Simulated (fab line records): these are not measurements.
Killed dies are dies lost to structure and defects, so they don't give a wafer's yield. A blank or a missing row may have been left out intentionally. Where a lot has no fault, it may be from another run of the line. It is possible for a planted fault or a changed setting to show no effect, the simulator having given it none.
What tool caused it? :: flow sky130 :: 33 wafers from 11 lots sampled at 4 of the route's 708 steps

## WHAT THE GAUGES READ, wafer by wafer
SKY_LDD_N_TW_MEAS_17.
lot: L491
measured: day 18 08:31
on: filmMetro-03
LDD_N_TW: 2595 2596 2583

lot: L493
measured: day 19 02:08
on: filmMetro-02
LDD_N_TW: 2721 2713 2712 2712 2703 2718

lot: L498
measured: day 21 08:59
on: filmMetro-02
LDD_N_TW: 2704 2722 2725 2715 2706 2715

lot: L500
measured: day 21 23:27
on: filmMetro-02
LDD_N_TW: 2615 2602 2627

lot: L503
measured: day 23 02:40
on: filmMetro-03
LDD_N_TW: 2682 2680 2672 2676 2671 2678

lot: L505
measured: day 23 16:43
on: filmMetro-03
LDD_N_TW: 2590 2570 2570

lot: L506
measured: day 24 04:34
on: filmMetro-01
LDD_N_TW: 2600 2582 2603

lot: L507
measured: day 24 11:55
on: filmMetro-01
LDD_N_TW: 2591 2595 2601

lot: L508
measured: day 24 20:06
on: filmMetro-02
LDD_N_TW: 2609 2598 2596

lot: L509
measured: day 25 10:13
on: filmMetro-02
LDD_N_TW: 2607 2590 2609

lot: L511
measured: day 25 16:30
on: filmMetro-02
LDD_N_TW: 2605 2601 2601

## EACH LOT AND THE TOOL THAT RAN IT (in order: tool; ch and the chambers of the sampled wafers; start)
lot: L491
SKY_SONOS_ONO_STRIP_17: plasmaAsher-04 ch 0,1, day 13 03:31
SKY_LDD_N_IMPLANT_11: implanter-03 ch 0, day 18 07:40
SKY_LDD_N_STRIP_16: plasmaAsher-03 ch 0,1, day 18 08:24

lot: L493
SKY_SONOS_ONO_STRIP_17: plasmaAsher-03 ch 0, day 13 18:50
SKY_LDD_N_IMPLANT_11: implanter-02 ch 0, day 19 00:58
SKY_LDD_N_STRIP_16: plasmaAsher-02 ch 0,1, day 19 02:01

lot: L498
SKY_SONOS_ONO_STRIP_17: plasmaAsher-02 ch 0,1, day 15 20:13
SKY_LDD_N_IMPLANT_11: implanter-04 ch 0, day 21 07:50
SKY_LDD_N_STRIP_16: plasmaAsher-02 ch 0,1, day 21 08:53

lot: L500
SKY_SONOS_ONO_STRIP_17: plasmaAsher-04 ch 0,1, day 16 12:20
SKY_LDD_N_IMPLANT_11: implanter-04 ch 0, day 21 22:37
SKY_LDD_N_STRIP_16: plasmaAsher-03 ch 0,1, day 21 23:20

lot: L503
SKY_SONOS_ONO_STRIP_17: plasmaAsher-03 ch 0,1, day 17 11:53
SKY_LDD_N_IMPLANT_11: implanter-04 ch 0, day 23 01:30
SKY_LDD_N_STRIP_16: plasmaAsher-04 ch 0,1, day 23 02:34

lot: L505
SKY_SONOS_ONO_STRIP_17: plasmaAsher-04 ch 0,1, day 18 03:35
SKY_LDD_N_IMPLANT_11: implanter-04 ch 0, day 23 15:52
SKY_LDD_N_STRIP_16: plasmaAsher-03 ch 0,1, day 23 16:36

lot: L506
SKY_SONOS_ONO_STRIP_17: plasmaAsher-02 ch 0,1, day 18 10:14
SKY_LDD_N_IMPLANT_11: implanter-02 ch 0, day 24 03:43
SKY_LDD_N_STRIP_16: plasmaAsher-02 ch 0,1, day 24 04:27

lot: L507
SKY_SONOS_ONO_STRIP_17: plasmaAsher-03 ch 0,1, day 18 19:53
SKY_LDD_N_IMPLANT_11: implanter-02 ch 0, day 24 11:04
SKY_LDD_N_STRIP_16: plasmaAsher-03 ch 0, day 24 11:48

lot: L508
SKY_SONOS_ONO_STRIP_17: plasmaAsher-03 ch 0,1, day 19 08:56
SKY_LDD_N_IMPLANT_11: implanter-04 ch 0, day 24 19:16
SKY_LDD_N_STRIP_16: plasmaAsher-02 ch 1, day 24 19:59

lot: L509
SKY_SONOS_ONO_STRIP_17: plasmaAsher-04 ch 0,1, day 19 20:01
SKY_LDD_N_IMPLANT_11: implanter-02 ch 0, day 25 09:22
SKY_LDD_N_STRIP_16: plasmaAsher-03 ch 1, day 25 10:06

lot: L511
SKY_SONOS_ONO_STRIP_17: plasmaAsher-02 ch 0,1, day 20 04:11
SKY_LDD_N_IMPLANT_11: implanter-03 ch 0, day 25 15:39
SKY_LDD_N_STRIP_16: plasmaAsher-04 ch 0,1, day 25 16:24
- SKY_SONOS_ONO_STRIP_17: strips in O2/N2.
- SKY_LDD_N_IMPLANT_11
- SKY_LDD_N_STRIP_16: strips in O2/N2.

## THE ANSWER, worked out from the rows above alone
Rule: usual is defined by the lots themselves. The widest of any qualifying gaps counts: lots, ordered by their means at a reading, are off when they make up no more than a third of the lots, leave a main group of 4 or more, and stand apart from it by 3 or more times the standard deviation of that group's means. A main group whose means are all the same, to the digits that the tables above print for the reading, isn't used. Also off: a lot with no number at a reading for which 4 or more lots have one. Where the step has rows for the other lots, those lots are counted as sound.
Off: L493, L498, L503, seen at SKY_LDD_N_TW_MEAS_17 (LDD_N_TW). The main group: mean 2597, standard deviation 10.
If a tool, at a process step before that reading, ran all the lots that are off and no sound lot after the first of them, it fits. Gauges at SKY_LDD_N_TW_MEAS_17: tried the same way as those tools. Of those tried, none fits.

## WHAT THE SIMULATOR HAD PUT IN
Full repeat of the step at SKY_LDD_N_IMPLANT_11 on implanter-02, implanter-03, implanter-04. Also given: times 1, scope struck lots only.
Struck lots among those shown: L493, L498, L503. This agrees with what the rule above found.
